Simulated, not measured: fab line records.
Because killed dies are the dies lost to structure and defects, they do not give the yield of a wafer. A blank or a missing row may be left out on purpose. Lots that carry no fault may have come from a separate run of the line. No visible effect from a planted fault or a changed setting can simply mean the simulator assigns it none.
A lot that was struck, set against a sound lot    flow sfq line    3 out of 325 route steps
Sound: wafers L178.2, L178.4, L178.5. Wafers L185.1, L185.2, L185.4 were the ones struck. At the end, the cause is stated.
For every step that has rows: the tool of each side, followed by ch and its chambers, followed by its first start. Under that, the readings that differ: sound wafers    struck wafers    difference of the means    sigmas: that difference in standard deviations of wafers without a fault.
alike: readings whose means differ by less than 2 such deviations, and words and numbers that are the same on both sides. not compared: withheld readings, readings that some wafer has no value for, bounds like >300 that may hide the same value, and numbers for which the record gives no deviation and whose values overlap.
The two part at a step that has a row with sigmas, a row that says differs or no value, or rows on one side only. Numbers that don't overlap but have no deviation are shown without sigmas and don't part them. Lack of a reading on every wafer of one side parts them only where that side has two or more wafers.

SFQ_INCOMING_BOW_MEAS_900:
  struck on film metro-01, day 4 23:00; sound on film metro-02, day 3 12:01
  alike: INCOMING_BOW
SFQ_TRILAYER_INCOMING_OXIDATION_002: target thk 500 nm, ox time 4939 s.
  struck on furnace-01, day 4 23:07; sound on furnace-02 ch 0, day 3 12:07
  no value came back on the struck wafers for ox temp c (C), ox temp c max, tube center temp C (C); on the sound wafers ox temp c (C) reads 999.8 999.4 999.6
SFQ_TRILAYER_L0_DEP_SPUTTER_003: material MoNx KI, target thk 40 nm, time 100 s.
  struck on pvd sputter-05, day 5 01:29; sound on pvd sputter-04, day 3 14:29
  alike: throttle valve pct

WHERE THEY PART
At SFQ_TRILAYER_INCOMING_OXIDATION_002 and nowhere else, as far as this record goes. Later steps at which nothing parts them and some readings are alike: SFQ_TRILAYER_L0_DEP_SPUTTER_003.

WHY: what the simulator had put in
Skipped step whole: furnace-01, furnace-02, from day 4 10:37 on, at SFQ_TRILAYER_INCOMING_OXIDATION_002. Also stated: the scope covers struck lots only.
